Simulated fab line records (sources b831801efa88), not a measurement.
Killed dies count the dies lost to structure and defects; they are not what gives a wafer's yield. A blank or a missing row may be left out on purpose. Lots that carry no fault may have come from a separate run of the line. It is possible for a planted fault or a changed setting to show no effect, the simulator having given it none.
Problem report in the 8D (eight disciplines) form, filled by code / flow gf180mcu / the parts of the form that need people (team, actions taken, sign-off) are left out

1. THE PROBLEM
HV_LDD_RS at GF_HV_LDD_RS_MEAS_53 reads a mean of 400.0 ohm/sq on 6 wafers of 2 lots; wafers without a fault read 418.3 ohm/sq with a standard deviation of 0.92. Measured from the usual mean, that is -20 standard deviations.
The step: measures by four-point-probe.
Seen first at day 15 14:28 on filmMetro-01, wafer L211.1. Wafers with a number at this step in the record: 36, from 12 lots. By rule, "out" or "out of limits" means more than 4 standard deviations away from the usual mean. All remaining wafers that have a number are taken as sound.

2. WHAT IT IS, WHAT IT ISN'T
question=which readings at this step | is=HV_LDD_RS | is not=-
question=which lots | is=L211, L212 | is not=L203, L204, L205, L206, L208, L219, L220, L221, L222, L224
question=which wafers of those lots | is=all that have a number | is not=-
question=read on which gauges | is=filmMetro-01 | is not=filmMetro-03, filmMetro-04
question=when | is=from day 15 14:28 | is not=up to then (15 sound wafers); but 15 sound wafers of L219, L220, L221, L222, L224 came after

3. SUSPECTS, AND WHAT RULES EACH OUT
Counting: a tool at a process step up to the reading stays a suspect if it ran every lot that is out and no sound lot after the first of them.
- the gauge at GF_HV_LDD_RS_MEAS_53 has been ruled out. All the wafers that are out were read on filmMetro-01, but those of them that GF_HV_LDD_IMPLANT_34 has rows for are out there too, on other tools.
- plasmaAsher-03 at GF_VT_IMPLANT_STRIP_09 (strips in O2/N2): ruled out as a lasting fault. Following L211 (day 8 03:11), the first lot on it that is out, the sound lots L219 were run on it.
- implanter-04 at GF_HV_LDD_IMPLANT_34: ruled out as a lasting fault. Following L211 (day 14 15:48), the first lot on it that is out, the sound lots L219, L220, L221 were run on it.
Left after counting: nothing in the record.

4. THE CAUSE (what the simulator had put in)
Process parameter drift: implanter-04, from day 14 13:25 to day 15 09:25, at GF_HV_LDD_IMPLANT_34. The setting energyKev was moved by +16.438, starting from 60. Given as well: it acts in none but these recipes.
The count ruled it out by mistake, since the rule takes a fault to strike every lot its tool runs from the start of the fault on, and this one did not do so.

5. THE CHAIN OF EFFECTS, in route order
One row per reading whose mean, taken over the struck wafers that have a number, lies over 3 standard deviations from the usual. Scope: only readings with a usual standard deviation given in the record; hours: median across lots of the time from each lot's start at the first step in this table that gives one to its start at this step; sigmas: change in usual standard deviations.
hours=0; step=GF_HV_LDD_IMPLANT_34; reading=beamEnergyKeV; usual=60.000; on struck wafers=76.428; change=+16.428; sigmas=+99 or more
hours=1; step=GF_HV_LDD_TW_MEAS_38; reading=HV_LDD_3_TW; usual=1422; on struck wafers=1448; change=+26; sigmas=+3.0
hours=23; step=GF_HV_LDD_RS_MEAS_53; reading=HV_LDD_RS; usual=418.3 ohm/sq; on struck wafers=400.0; change=-18.3; sigmas=-20
The process steps in it:
- GF_HV_LDD_IMPLANT_34
Later steps that measure or inspect, where all struck wafers having a row at the step show a number for every such reading and not one has moved that far: GF_M1_RS_MEAS_05, GF_M3_OVL_MEAS_15.

6. WHAT WOULD HAVE CAUGHT IT SOONER
25 hours passed between the start of the fault at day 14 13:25 and the first reading out of limits at a measuring or inspecting step in this record, taken at day 15 14:28.
The tool's own readings at GF_HV_LDD_IMPLANT_34 were out on every struck wafer that the step has a row for (beamEnergyKeV): an alarm limit on them would have fired on the first of those.
